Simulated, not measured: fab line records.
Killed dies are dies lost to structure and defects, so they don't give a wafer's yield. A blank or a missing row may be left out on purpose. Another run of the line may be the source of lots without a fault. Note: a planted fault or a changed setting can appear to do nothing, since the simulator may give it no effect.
Matching of chambers || flow sky130 || cmp-02 running SKY_VIA4_CMP_02: 4 sister chambers
The step polishes SiO2. 4 wafers are shown with their chamber, then 8 later ones without.

== WAFERS WITH THEIR CHAMBER ==
{"wafer": "L870.1", "chamber": 1, "motor current A (A)": 10.8}
{"wafer": "L871.2", "chamber": 2, "motor current A (A)": 11.8}
{"wafer": "L871.4", "chamber": 3, "motor current A (A)": 11.4}
{"wafer": "L878.1", "chamber": 0, "motor current A (A)": 11.7}

== WAFERS WHOSE CHAMBER IS MISSING ==
{"wafer": "L878.4", "motor current A (A)": 12.3}
{"wafer": "L878.5", "motor current A (A)": 12.4}
{"wafer": "L879.3", "motor current A (A)": 11.9}
{"wafer": "L879.4", "motor current A (A)": 10.7}
{"wafer": "L879.5", "motor current A (A)": 10.9}
{"wafer": "L880.1", "motor current A (A)": 10.8}
{"wafer": "L880.3", "motor current A (A)": 11.0}
{"wafer": "L880.5", "motor current A (A)": 11.3}

== EACH ONE'S CHAMBER ==
{"wafer": "L878.4", "from the rows above": "can't be placed: 2 or 0 or 3", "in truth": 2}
{"wafer": "L878.5", "from the rows above": "can't be placed: 2 or 0 or 3", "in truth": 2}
{"wafer": "L879.3", "from the rows above": "can't be placed: 2 or 0 or 3", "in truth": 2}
{"wafer": "L879.4", "from the rows above": 1, "in truth": 1}
{"wafer": "L879.5", "from the rows above": "can't be placed: 1 or 3", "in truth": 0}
{"wafer": "L880.1", "from the rows above": 1, "in truth": 1}
{"wafer": "L880.3", "from the rows above": "can't be placed: 1 or 3 or 0", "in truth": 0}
{"wafer": "L880.5", "from the rows above": "can't be placed: 3 or 0 or 1 or 2", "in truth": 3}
Correctly placed: 2 of 8. Not placeable from these rows: 6 (in 5, the candidates include the true chamber). Number placed wrongly: 0.
How it was worked out, from the rows above alone: a wafer's distance from a chamber is the root of the sum, over the readings, of the square of ((its reading less the chamber's mean) divided by the reading's scatter). The wafer belongs to the nearest chamber; if the next one is less than 2 further off, it can't be placed. A chamber's mean is the mean of its shown wafers. The scatter: with one shown wafer a chamber, the root of the mean of the squares of how far each hidden wafer lies from its nearest shown one.
